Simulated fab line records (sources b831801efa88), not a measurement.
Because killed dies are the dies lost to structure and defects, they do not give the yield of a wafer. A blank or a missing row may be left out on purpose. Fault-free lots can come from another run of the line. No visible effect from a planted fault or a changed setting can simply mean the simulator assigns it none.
Code-filled problem report in 8D (eight disciplines) form | flow sky130 | the parts of the form that need people (team, actions taken, sign-off) are left out

## 1. THE ISSUE
Wafers without a fault read 0.854 a.u., standard deviation 0.0045; oesProductAu at SKY_METAL2_ETCH_18 reads a mean of 0.727 a.u. on 3 wafers belonging to 2 lots. That puts it -28 standard deviations away from the usual mean.
The step: etches BARC in N2/H2, stops on SiO2, time 45.9 s, target depth 60 nm.
First seen on wafer L965.6, day 37 07:30, on rieMetal-04. At this step, 36 wafers from 12 lots have a number in the record. Rule for "out" (also "out of limits"): further than 4 standard deviations from the usual mean. The rest of the wafers with a number are treated as sound.

## 2. WHAT IT IS AND WHAT IT IS NOT
question                    | is                     | is not
which readings at this step | oesProductAu           | drypumpMotorCurrentA, n2FlowSccm, throttleValvePct
which lots                  | L965, L966             | L959, L961, L967, L973, L975, L976, L978, L979, L980, L982
which wafers of those lots  | L965.6, L966.2, L966.5 | L965.3, L965.5, L966.1
read on which tools         | rieMetal-04            | rieMetal-02, rieMetal-03
when                        | from day 37 07:30      | up to then (8 sound wafers); but 25 sound wafers of L966, L967, L973, L975, L976, L978, L979, L980, L982 came after

## 3. THE SUSPECTS, EACH WITH WHAT RULES IT OUT
Counting: if a tool at a process step up to the reading ran every lot that is out, it stays a suspect. Sound lots after the first of them don't rule it out here, since some wafers of a struck lot are sound.
- rieMetal-04 at SKY_METAL2_ETCH_18 (etches BARC in N2/H2, stops on SiO2, time 45.9 s, target depth 60 nm): kept. Every lot that is out went through it, the first being L965 (day 37 07:30); the last sound lot it ran before that was L961 (day 35 20:46). Its own oesProductAu readings are out on those wafers.
- Within rieMetal-04 at SKY_METAL2_ETCH_18, the wafers that are out were processed in chamber 1 and their sound lot-mates in chamber 0.
Left after counting: rieMetal-04 at SKY_METAL2_ETCH_18.

## 4. THE CAUSE (what the simulator had put in)
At SKY_METAL2_ETCH_18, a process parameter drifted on rieMetal-04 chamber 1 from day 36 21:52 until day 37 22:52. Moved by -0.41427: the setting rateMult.
The count eliminated every tool but this one.

## 5. THE CHAIN OF EFFECTS, in route order
Each row: a reading where the mean over the struck wafers with a number is more than 3 standard deviations away from the usual. Only readings for which the record gives a usual standard deviation are gone through. hours: the time from each lot's start at the first step in this table that gives one to its start at this step, as a median over the lots. sigmas: the change in usual standard deviations.
hours | step                | reading              | usual      | on struck wafers | change | sigmas
0     | SKY_METAL2_ETCH_18  | oesProductAu         | 0.854 a.u. | 0.727            | -0.127 | -28
0     | SKY_METAL2_STRIP_20 | stripTimeToEndpointS | 2.70 s     | 2.94             | +0.24  | +6.3
The process steps in it:
- SKY_METAL2_ETCH_18: etches BARC in N2/H2, stops on SiO2, time 45.9 s, target depth 60 nm.
- SKY_METAL2_STRIP_20: strips in O2/N2.
Later measuring or inspecting steps at which every struck wafer that the step has a row for has a number for every such reading, and none has moved that far: SKY_VIA2_THK_MEAS_01.

## 6. WHAT WOULD HAVE CAUGHT IT SOONER
In this record the first reading out of limits was taken at day 37 07:30, 10 hours after the fault began at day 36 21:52.
